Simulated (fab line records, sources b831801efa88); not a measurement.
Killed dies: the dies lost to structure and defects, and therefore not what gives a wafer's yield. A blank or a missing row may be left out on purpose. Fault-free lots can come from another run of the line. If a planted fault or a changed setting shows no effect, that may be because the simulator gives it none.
Which of the tools did it? || flow gf180mcu || 42 wafers from 14 lots sampled at 3 of the route's 602 steps

## WHAT THE GAUGES READ, wafer by wafer
GF_M2_THK_MEAS_06: measures by xrf. Usual: M2_ALCU_THK gives 461 nm (standard deviation 4.7).
{"lot": "L830", "measured": "day 18 03:43", "on": "filmMetro-02", "M2_ALCU_THK (nm)": "459 452 455", "flag": ""}
{"lot": "L831", "measured": "day 18 11:05", "on": "filmMetro-04", "M2_ALCU_THK (nm)": "466 463 463", "flag": ""}
{"lot": "L832", "measured": "day 18 23:52", "on": "filmMetro-04", "M2_ALCU_THK (nm)": "461 467 463", "flag": ""}
{"lot": "L834", "measured": "day 19 19:18", "on": "filmMetro-02", "M2_ALCU_THK (nm)": "462 464 462", "flag": ""}
{"lot": "L835", "measured": "day 20 05:46", "on": "filmMetro-04", "M2_ALCU_THK (nm)": "468 464 469", "flag": ""}
{"lot": "L836", "measured": "day 20 10:34", "on": "filmMetro-02", "M2_ALCU_THK (nm)": "448 452 455", "flag": ""}
{"lot": "L839", "measured": "day 21 19:14", "on": "filmMetro-04", "M2_ALCU_THK (nm)": "456 462 458", "flag": ""}
{"lot": "L840", "measured": "day 22 01:47", "on": "filmMetro-03", "M2_ALCU_THK (nm)": "456 468 459", "flag": ""}
{"lot": "L844", "measured": "day 23 19:22", "on": "filmMetro-02", "M2_ALCU_THK (nm)": "462 464 463", "flag": ""}
{"lot": "L847", "measured": "day 24 14:07", "on": "filmMetro-04", "M2_ALCU_THK (nm)": "459 463 460", "flag": ""}
{"lot": "L849", "measured": "day 24 22:32", "on": "filmMetro-03", "M2_ALCU_THK (nm)": "458 459 458", "flag": ""}
{"lot": "L850", "measured": "day 25 08:54", "on": "filmMetro-04", "M2_ALCU_THK (nm)": "456 461 457", "flag": ""}
{"lot": "L851", "measured": "day 25 14:20", "on": "filmMetro-02", "M2_ALCU_THK (nm)": "465 463 467", "flag": ""}
{"lot": "L852", "measured": "day 26 05:26", "on": "filmMetro-04", "M2_ALCU_THK (nm)": "462 469 465", "flag": ""}

## WHAT TOOL EACH LOT RAN ON (gives the tool, then ch and the chambers of the sampled wafers, and finally the start)
{"lot": "L830", "GF_NWELL_STRIP_10": "plasmaAsher-02 ch 0,1, day 3 08:37", "GF_NSD_IMPLANT_09": "implanter-01 ch 0, day 13 07:35"}
{"lot": "L831", "GF_NWELL_STRIP_10": "plasmaAsher-03 ch 0,1, day 3 12:49", "GF_NSD_IMPLANT_09": "implanter-01 ch 0, day 13 15:17"}
{"lot": "L832", "GF_NWELL_STRIP_10": "plasmaAsher-02 ch 0,1, day 3 20:00", "GF_NSD_IMPLANT_09": "implanter-04 ch 0, day 14 02:02"}
{"lot": "L834", "GF_NWELL_STRIP_10": "plasmaAsher-04 ch 0,1, day 4 07:28", "GF_NSD_IMPLANT_09": "implanter-04 ch 0, day 14 16:53"}
{"lot": "L835", "GF_NWELL_STRIP_10": "plasmaAsher-03 ch 0, day 4 11:01", "GF_NSD_IMPLANT_09": "implanter-02 ch 0, day 15 01:57"}
{"lot": "L836", "GF_NWELL_STRIP_10": "plasmaAsher-03 ch 0,1, day 4 16:31", "GF_NSD_IMPLANT_09": "implanter-02 ch 0, day 15 06:52"}
{"lot": "L839", "GF_NWELL_STRIP_10": "plasmaAsher-03 ch 1, day 5 09:43", "GF_NSD_IMPLANT_09": "implanter-02 ch 0, day 16 11:53"}
{"lot": "L840", "GF_NWELL_STRIP_10": "plasmaAsher-04 ch 0,1, day 5 16:09", "GF_NSD_IMPLANT_09": "implanter-02 ch 0, day 16 20:05"}
{"lot": "L844", "GF_NWELL_STRIP_10": "plasmaAsher-04 ch 0,1, day 6 15:25", "GF_NSD_IMPLANT_09": "implanter-02 ch 0, day 18 12:43"}
{"lot": "L847", "GF_NWELL_STRIP_10": "plasmaAsher-04 ch 0,1, day 7 08:40", "GF_NSD_IMPLANT_09": "implanter-01 ch 0, day 19 10:50"}
{"lot": "L849", "GF_NWELL_STRIP_10": "plasmaAsher-03 ch 0,1, day 7 13:46", "GF_NSD_IMPLANT_09": "implanter-01 ch 0, day 19 20:27"}
{"lot": "L850", "GF_NWELL_STRIP_10": "plasmaAsher-02 ch 0,1, day 7 21:40", "GF_NSD_IMPLANT_09": "implanter-01 ch 0, day 20 07:34"}
{"lot": "L851", "GF_NWELL_STRIP_10": "plasmaAsher-03 ch 0,1, day 8 03:55", "GF_NSD_IMPLANT_09": "implanter-01 ch 0, day 20 12:59"}
{"lot": "L852", "GF_NWELL_STRIP_10": "plasmaAsher-02 ch 0,1, day 8 10:04", "GF_NSD_IMPLANT_09": "implanter-02 ch 0, day 21 07:12"}
- GF_NWELL_STRIP_10: strips in O2/N2.
- GF_NSD_IMPLANT_09

## WHAT THE TOOLS THEMSELVES READ (means of the sampled wafers that have a number; where no wafer has one, the mark that the record gives instead)
GF_NWELL_STRIP_10. Usual: drypumpMotorCurrentA 5.7 A, standard deviation 0.4; heaterPowerW 358 W, standard deviation 41; oesProductAu 0.722 a.u., standard deviation 0.0044; stripTimeToEndpointS 36.89 s, standard deviation 0.11.
{"lot": "L830", "tool": "plasmaAsher-02", "drypumpMotorCurrentA (A)": 5.9, "heaterPowerW (W)": 335, "oesProductAu (a.u.)": 0.721, "stripTimeToEndpointS (s)": 36.88, "flag": ""}
{"lot": "L831", "tool": "plasmaAsher-03", "drypumpMotorCurrentA (A)": 5.9, "heaterPowerW (W)": 312, "oesProductAu (a.u.)": 0.720, "stripTimeToEndpointS (s)": 36.83, "flag": ""}
{"lot": "L832", "tool": "plasmaAsher-02", "drypumpMotorCurrentA (A)": 5.7, "heaterPowerW (W)": 322, "oesProductAu (a.u.)": 0.717, "stripTimeToEndpointS (s)": 37.13, "flag": ""}
{"lot": "L834", "tool": "plasmaAsher-04", "drypumpMotorCurrentA (A)": 5.5, "heaterPowerW (W)": 395, "oesProductAu (a.u.)": 0.720, "stripTimeToEndpointS (s)": 37.02, "flag": ""}
{"lot": "L835", "tool": "plasmaAsher-03", "drypumpMotorCurrentA (A)": 6.4, "heaterPowerW (W)": 330, "oesProductAu (a.u.)": 0.722, "stripTimeToEndpointS (s)": 36.86, "flag": ""}
{"lot": "L836", "tool": "plasmaAsher-03", "drypumpMotorCurrentA (A)": 5.9, "heaterPowerW (W)": 309, "oesProductAu (a.u.)": 0.723, "stripTimeToEndpointS (s)": 36.70, "flag": ""}
{"lot": "L839", "tool": "plasmaAsher-03", "drypumpMotorCurrentA (A)": 5.6, "heaterPowerW (W)": 306, "oesProductAu (a.u.)": 0.723, "stripTimeToEndpointS (s)": 37.06, "flag": ""}
{"lot": "L840", "tool": "plasmaAsher-04", "drypumpMotorCurrentA (A)": 5.4, "heaterPowerW (W)": 401, "oesProductAu (a.u.)": 0.721, "stripTimeToEndpointS (s)": 36.90, "flag": ""}
{"lot": "L844", "tool": "plasmaAsher-04", "drypumpMotorCurrentA (A)": 5.5, "heaterPowerW (W)": 396, "oesProductAu (a.u.)": 0.720, "stripTimeToEndpointS (s)": 36.88, "flag": ""}
{"lot": "L847", "tool": "plasmaAsher-04", "drypumpMotorCurrentA (A)": 5.3, "heaterPowerW (W)": 408, "oesProductAu (a.u.)": 0.715, "stripTimeToEndpointS (s)": 36.72, "flag": ""}
{"lot": "L849", "tool": "plasmaAsher-03", "drypumpMotorCurrentA (A)": 5.9, "heaterPowerW (W)": 322, "oesProductAu (a.u.)": 0.724, "stripTimeToEndpointS (s)": 36.94, "flag": ""}
{"lot": "L850", "tool": "plasmaAsher-02", "drypumpMotorCurrentA (A)": 5.9, "heaterPowerW (W)": 344, "oesProductAu (a.u.)": 0.721, "stripTimeToEndpointS (s)": 36.99, "flag": ""}
{"lot": "L851", "tool": "plasmaAsher-03", "drypumpMotorCurrentA (A)": 5.9, "heaterPowerW (W)": 323, "oesProductAu (a.u.)": 0.719, "stripTimeToEndpointS (s)": 36.92, "flag": ""}
{"lot": "L852", "tool": "plasmaAsher-02", "drypumpMotorCurrentA (A)": 5.7, "heaterPowerW (W)": 330, "oesProductAu (a.u.)": 0.725, "stripTimeToEndpointS (s)": 36.82, "flag": ""}

GF_NSD_IMPLANT_09. Usual: 60.006 for beamEnergyKeV, sd 0.018.
{"lot": "L830", "tool": "implanter-01", "beamEnergyKeV": 60.002, "flag": ""}
{"lot": "L831", "tool": "implanter-01", "beamEnergyKeV": 60.019, "flag": ""}
{"lot": "L832", "tool": "implanter-04", "beamEnergyKeV": 60.016, "flag": ""}
{"lot": "L834", "tool": "implanter-04", "beamEnergyKeV": 60.013, "flag": ""}
{"lot": "L835", "tool": "implanter-02", "beamEnergyKeV": 60.024, "flag": ""}
{"lot": "L836", "tool": "implanter-02", "beamEnergyKeV": 59.999, "flag": ""}
{"lot": "L839", "tool": "implanter-02", "beamEnergyKeV": 60.016, "flag": ""}
{"lot": "L840", "tool": "implanter-02", "beamEnergyKeV": 59.264, "flag": "OFF"}
{"lot": "L844", "tool": "implanter-02", "beamEnergyKeV": 59.306, "flag": "OFF"}
{"lot": "L847", "tool": "implanter-01", "beamEnergyKeV": 59.994, "flag": ""}
{"lot": "L849", "tool": "implanter-01", "beamEnergyKeV": 59.991, "flag": ""}
{"lot": "L850", "tool": "implanter-01", "beamEnergyKeV": 59.996, "flag": ""}
{"lot": "L851", "tool": "implanter-01", "beamEnergyKeV": 60.016, "flag": ""}
{"lot": "L852", "tool": "implanter-02", "beamEnergyKeV": 60.025, "flag": ""}

## THE ANSWER, worked out from the rows above alone
Rule: a lot is off if the mean of its wafers that have a number lies more than 3 standard deviations from the usual mean. A lot without any number at a reading at which 4 lots or more have one is off too. All remaining lots with rows at the step are treated as sound. First the gauges in route order, then the tools' own readings, where a lot's mean is used as printed above. The first step at which some lot is off is used, and at that step the reading that is off furthest; a lot without a number counts as furthest.
Off: L840, L844, at GF_NSD_IMPLANT_09 (beamEnergyKeV).
If a tool, at that step or one of the process steps before it, ran each lot that is off and ran no sound lot following the first of them, it fits. Not one of the candidates tried fits.

## WHAT WAS PUT IN BY THE SIMULATOR
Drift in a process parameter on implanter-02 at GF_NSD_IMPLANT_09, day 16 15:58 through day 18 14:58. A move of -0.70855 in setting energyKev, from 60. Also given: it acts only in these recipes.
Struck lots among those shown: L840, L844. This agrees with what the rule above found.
